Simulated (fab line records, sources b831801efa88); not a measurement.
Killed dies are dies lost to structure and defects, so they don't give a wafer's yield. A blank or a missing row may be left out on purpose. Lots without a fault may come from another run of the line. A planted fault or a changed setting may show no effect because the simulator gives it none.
Which tool did it? | flow sky130 | 24 lots, 72 wafers sampled, at 3 steps of a route of 708

WHAT THE GAUGES READ, wafer by wafer
SKY_METAL2_OVL_MEAS_16. Usual: METAL2_OVL 0 nm, standard deviation 5.7.
lot  | measured     | on         | METAL2_OVL (nm) | flag
L074 | day 35 10:53 | overlay-01 | -1 -6 -2        |
L075 | day 35 22:56 | overlay-01 | -7 2 -7         |
L076 | day 36 07:40 | overlay-02 | 2 7 1           |
L077 | day 36 16:06 | overlay-02 | 3 -2 -5         |
L078 | day 36 20:11 | overlay-02 | 7 8 6           |
L079 | day 37 09:32 | overlay-02 | 6 -3 6          |
L080 | day 37 11:58 | overlay-02 | -10 -3 -3       |
L081 | day 37 14:51 | overlay-01 | -4 6 4          |
L082 | day 37 22:44 | overlay-01 | 3 12 -2         |
L083 | day 38 09:21 | overlay-02 | 0 -1 6          |
L084 | day 38 11:14 | overlay-01 | 1 2 0           |
L085 | day 38 20:14 | overlay-02 | -4 -6 -4        |
L087 | day 39 09:11 | overlay-01 | -2 -7 -9        |
L086 | day 39 11:29 | overlay-01 | -5 -4 -7        |
L088 | day 39 11:52 | overlay-02 | -7 -13 -3       |
L089 | day 40 02:41 | overlay-02 | 6 8 1           |
L090 | day 40 09:07 | overlay-02 | 1 1 -4          |
L091 | day 40 12:08 | overlay-01 | -10 -9 -2       |
L092 | day 40 18:07 | overlay-01 | 7 -9 6          |
L093 | day 41 07:49 | overlay-02 | -1 -5 -5        |
L094 | day 41 10:44 | overlay-01 | 8 8 -4          |
L095 | day 41 13:05 | overlay-02 | 3 1 4           |
L096 | day 41 21:26 | overlay-02 | -1 11 -3        |
L097 | day 42 06:43 | overlay-01 | 9 4 6           |

SKY_VIA2_THK_MEAS_01. Usual: VIA2_HDPCVD_THK 1175 nm, standard deviation 17.
lot  | measured     | on            | VIA2_HDPCVD_THK (nm) | flag
L074 | day 35 12:03 | film_metro-04 | 1195 1215 1167       |
L075 | day 35 23:55 | film_metro-03 | 1160 1182 1151       |
L076 | day 36 08:36 | film_metro-04 | 1180 1174 1182       |
L077 | day 36 17:03 | film_metro-01 | 1167 1180 1194       |
L078 | day 36 21:10 | film_metro-01 | 1189 1157 1169       |
L079 | day 37 10:28 | film_metro-04 | 1182 1147 1189       |
L080 | day 37 12:56 | film_metro-04 | 1175 1169 1192       |
L081 | day 37 15:50 | film_metro-03 | 1167 1180 1177       |
L082 | day 37 23:43 | film_metro-03 | 1164 1159 1165       |
L083 | day 38 10:19 | film_metro-01 | 1156 1207 1193       |
L084 | day 38 12:17 | film_metro-04 | 1156 1164 1194       |
L085 | day 38 21:12 | film_metro-03 | 1176 1174 1164       |
L087 | day 39 10:07 | film_metro-04 | 1166 1139 1169       |
L086 | day 39 12:29 | film_metro-01 | 1190 1177 1174       |
L088 | day 39 12:52 | film_metro-01 | 1193 1169 1156       |
L089 | day 40 03:40 | film_metro-03 | 1180 1148 1190       |
L090 | day 40 10:05 | film_metro-03 | 1170 1149 1183       |
L091 | day 40 13:05 | film_metro-01 | 1155 1164 1184       |
L092 | day 40 19:04 | film_metro-04 | 1185 1181 1163       |
L093 | day 41 08:52 | film_metro-04 | 1187 1159 1204       |
L094 | day 41 11:41 | film_metro-03 | 1173 1192 1181       |
L095 | day 41 14:02 | film_metro-01 | 1176 1165 1154       |
L096 | day 41 22:23 | film_metro-01 | 1168 1152 1161       |
L097 | day 42 07:40 | film_metro-04 | 1169 1190 1160       |

WHICH TOOL RAN EACH LOT (tool, then ch and the chambers of the sampled wafers, then the start)
lot  | SKY_METAL2_SPUTTER_00
L074 | pvd_sputter-03, day 34 08:11
L075 | pvd_sputter-03, day 34 20:25
L076 | pvd_sputter-02, day 35 05:12
L077 | pvd_sputter-03, day 35 13:41
L078 | pvd_sputter-01, day 35 17:36
L079 | pvd_sputter-03, day 36 08:03
L080 | pvd_sputter-02, day 36 10:15
L081 | pvd_sputter-03, day 36 13:06
L082 | pvd_sputter-02, day 36 20:43
L083 | pvd_sputter-02, day 37 07:05
L084 | pvd_sputter-03, day 37 09:26
L085 | pvd_sputter-01, day 37 18:23
L087 | pvd_sputter-03, day 38 08:01
L086 | pvd_sputter-02, day 38 09:52
L088 | pvd_sputter-03, day 38 10:10
L089 | pvd_sputter-03, day 39 01:56
L090 | pvd_sputter-02, day 39 08:43
L091 | pvd_sputter-02, day 39 11:37
L092 | pvd_sputter-03, day 39 17:10
L093 | pvd_sputter-02, day 40 07:58
L094 | pvd_sputter-02, day 40 09:46
L095 | pvd_sputter-01, day 40 12:04
L096 | pvd_sputter-01, day 40 21:17
L097 | pvd_sputter-02, day 41 05:59
- SKY_METAL2_SPUTTER_00: material Ti, target thk 15 nm, time 10 s.

WHAT THE TOOLS THEMSELVES READ (means of the sampled wafers that have a number; where no wafer has one, the mark that the record gives instead)
SKY_METAL2_SPUTTER_00. Usual: throttle_valve_pct 30.4 %, standard deviation 1.1.
lot  | tool           | throttle_valve_pct (%) | flag
L074 | pvd_sputter-03 | 29.7                   |
L075 | pvd_sputter-03 | 29.3                   |
L076 | pvd_sputter-02 | 31.2                   |
L077 | pvd_sputter-03 | 29.4                   |
L078 | pvd_sputter-01 | 30.2                   |
L079 | pvd_sputter-03 | 29.3                   |
L080 | pvd_sputter-02 | 29.9                   |
L081 | pvd_sputter-03 | 29.9                   |
L082 | pvd_sputter-02 | 30.0                   |
L083 | pvd_sputter-02 | 30.7                   |
L084 | pvd_sputter-03 | 29.5                   |
L085 | pvd_sputter-01 | 31.0                   |
L087 | pvd_sputter-03 | 30.2                   |
L086 | pvd_sputter-02 | 31.2                   |
L088 | pvd_sputter-03 | 29.8                   |
L089 | pvd_sputter-03 | 30.0                   |
L090 | pvd_sputter-02 | 30.1                   |
L091 | pvd_sputter-02 | 30.6                   |
L092 | pvd_sputter-03 | 30.1                   |
L093 | pvd_sputter-02 | 30.4                   |
L094 | pvd_sputter-02 | 29.6                   |
L095 | pvd_sputter-01 | 30.5                   |
L096 | pvd_sputter-01 | 31.1                   |
L097 | pvd_sputter-02 | 31.7                   |

THE ANSWER, worked out from the rows above alone
Rule: a lot is off if the mean of its wafers that have a number lies more than 3 standard deviations from the usual mean. A lot without any number at a reading at which 4 lots or more have one is off too. The other lots that the step has rows for count as sound. The gauges are gone through in route order, then the tools' own readings, and for those a lot's mean is taken as printed above. The first step at which some lot is off is used, and at that step the reading that is off furthest; a lot without a number counts as furthest.
No lot is off at any reading shown: from this, nothing can be told.

WHAT THE SIMULATOR HAD PUT IN
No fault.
